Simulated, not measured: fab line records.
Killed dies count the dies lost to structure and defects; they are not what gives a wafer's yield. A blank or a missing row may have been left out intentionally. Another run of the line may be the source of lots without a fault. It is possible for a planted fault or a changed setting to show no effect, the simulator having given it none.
Which tool is to blame? || flow gf180mcu || 12 lots, 36 wafers sampled, at 4 steps of a route of 602

WHAT EACH GAUGE READ, for each wafer
GF_V3_THK_MEAS_25: measures by xrf.
{"lot": "L075", "measured": "day 22 19:32", "on": "film metro-03", "V3_W_THK (nm)": "329 331 337"}
{"lot": "L077", "measured": "day 23 09:32", "on": "film metro-02", "V3_W_THK (nm)": "323 341 332"}
{"lot": "L079", "measured": "day 24 08:36", "on": "film metro-01", "V3_W_THK (nm)": "326 327 331"}
{"lot": "L081", "measured": "day 24 20:35", "on": "film metro-02", "V3_W_THK (nm)": "343 335 336"}
{"lot": "L083", "measured": "day 25 15:05", "on": "film metro-03", "V3_W_THK (nm)": "336 336 326"}
{"lot": "L085", "measured": "day 26 09:29", "on": "film metro-01", "V3_W_THK (nm)": "336 331 328"}
{"lot": "L087", "measured": "day 27 04:24", "on": "film metro-01", "V3_W_THK (nm)": "332 334 325"}
{"lot": "L089", "measured": "day 27 17:28", "on": "film metro-02", "V3_W_THK (nm)": "333 331 341"}
{"lot": "L091", "measured": "day 28 06:55", "on": "film metro-02", "V3_W_THK (nm)": "336 340 340"}
{"lot": "L093", "measured": "day 28 21:08", "on": "film metro-01", "V3_W_THK (nm)": "337 323 327"}
{"lot": "L095", "measured": "day 29 07:49", "on": "film metro-02", "V3_W_THK (nm)": "337 341 341"}
{"lot": "L097", "measured": "day 29 16:29", "on": "film metro-03", "V3_W_THK (nm)": "338 340 345"}

WHAT TOOL EACH LOT RAN ON (gives the tool, then ch and the chambers of the sampled wafers, and finally the start)
{"lot": "L075", "GF_M2_STRIP_17": "plasma asher-03 ch 0,1, day 19 14:13", "GF_V2_ETCH_17": "rie diel-02 ch 0,2,3, day 22 18:31 or earlier", "GF_V3_ETCH_16": "rie diel-01 ch 0,1, day 22 18:31"}
{"lot": "L077", "GF_M2_STRIP_17": "plasma asher-04 ch 0,1, day 20 04:58", "GF_V2_ETCH_17": "rie diel-02 ch 0,2, day 23 08:33 or earlier", "GF_V3_ETCH_16": "rie diel-02 ch 0,1,2, day 23 08:33"}
{"lot": "L079", "GF_M2_STRIP_17": "plasma asher-03 ch 0,1, day 21 06:47", "GF_V2_ETCH_17": "rie diel-01 ch 0,2,3, day 24 07:28 or earlier", "GF_V3_ETCH_16": "rie diel-02 ch 0,1,3, day 24 07:28"}
{"lot": "L081", "GF_M2_STRIP_17": "plasma asher-04 ch 0,1, day 21 18:01", "GF_V2_ETCH_17": "rie diel-02 ch 1,2,3, day 24 19:36 or earlier", "GF_V3_ETCH_16": "rie diel-02 ch 0,2, day 24 19:36"}
{"lot": "L083", "GF_M2_STRIP_17": "plasma asher-04 ch 0,1, day 22 14:57", "GF_V2_ETCH_17": "rie diel-02 ch 1,2, day 25 14:05 or earlier", "GF_V3_ETCH_16": "rie diel-04 ch 0,1, day 25 14:05"}
{"lot": "L085", "GF_M2_STRIP_17": "plasma asher-01 ch 0, day 23 10:31", "GF_V2_ETCH_17": "rie diel-03 ch 1,2, day 26 08:29 or earlier", "GF_V3_ETCH_16": "rie diel-02 ch 0,2, day 26 08:29"}
{"lot": "L087", "GF_M2_STRIP_17": "plasma asher-03 ch 1, day 24 07:01", "GF_V2_ETCH_17": "rie diel-02 ch 0,1,3, day 27 03:17 or earlier", "GF_V3_ETCH_16": "rie diel-04 ch 0,3, day 27 03:17"}
{"lot": "L089", "GF_M2_STRIP_17": "plasma asher-04 ch 0,1, day 24 20:04", "GF_V2_ETCH_17": "rie diel-01 ch 0,2,3, day 27 16:20 or earlier", "GF_V3_ETCH_16": "rie diel-02 ch 0,1,2, day 27 16:20"}
{"lot": "L091", "GF_M2_STRIP_17": "plasma asher-04 ch 0,1, day 25 10:57", "GF_V2_ETCH_17": "rie diel-01 ch 2,3, day 28 05:20 or earlier", "GF_V3_ETCH_16": "rie diel-01 ch 0, day 28 05:20"}
{"lot": "L093", "GF_M2_STRIP_17": "plasma asher-01 ch 0,1, day 26 02:55", "GF_V2_ETCH_17": "rie diel-01 ch 0,1,2, day 28 20:08 or earlier", "GF_V3_ETCH_16": "rie diel-02 ch 0,1,3, day 28 20:08"}
{"lot": "L095", "GF_M2_STRIP_17": "plasma asher-01 ch 0,1, day 26 15:51", "GF_V2_ETCH_17": "rie diel-01 ch 2,3, day 29 06:47 or earlier", "GF_V3_ETCH_16": "rie diel-04 ch 0,1, day 29 06:47"}
{"lot": "L097", "GF_M2_STRIP_17": "plasma asher-01 ch 0,1, day 27 01:25", "GF_V2_ETCH_17": "rie diel-02 ch 0,1,2, day 29 15:29 or earlier", "GF_V3_ETCH_16": "rie diel-04 ch 0,1, day 29 15:29"}
- GF_M2_STRIP_17: strips in O2/N2.
- GF_V2_ETCH_17: etches SiO2 in C4F8/O2/Ar, stops on TiN, target depth 630 nm.
- GF_V3_ETCH_16: etches BARC in N2/H2.

THE ANSWER, worked out from the rows above alone
Rule: the usual values come from the lots themselves. Put in order of their means at a reading, lots are off if they are a third of the lots or fewer, leave a main group of 4 or more, and stand apart from it by a gap of 3 or more times the standard deviation of the main group's means; of several such gaps the widest counts. The tables above print the reading to a certain number of digits; a main group whose means all agree to those digits is not used. A lot without any number at a reading at which 4 lots or more have one is off too. Any other lot the step has rows for is counted as sound.
No lot is off on any of the readings shown, so nothing can be concluded from this.

WHAT WAS PUT IN BY THE SIMULATOR
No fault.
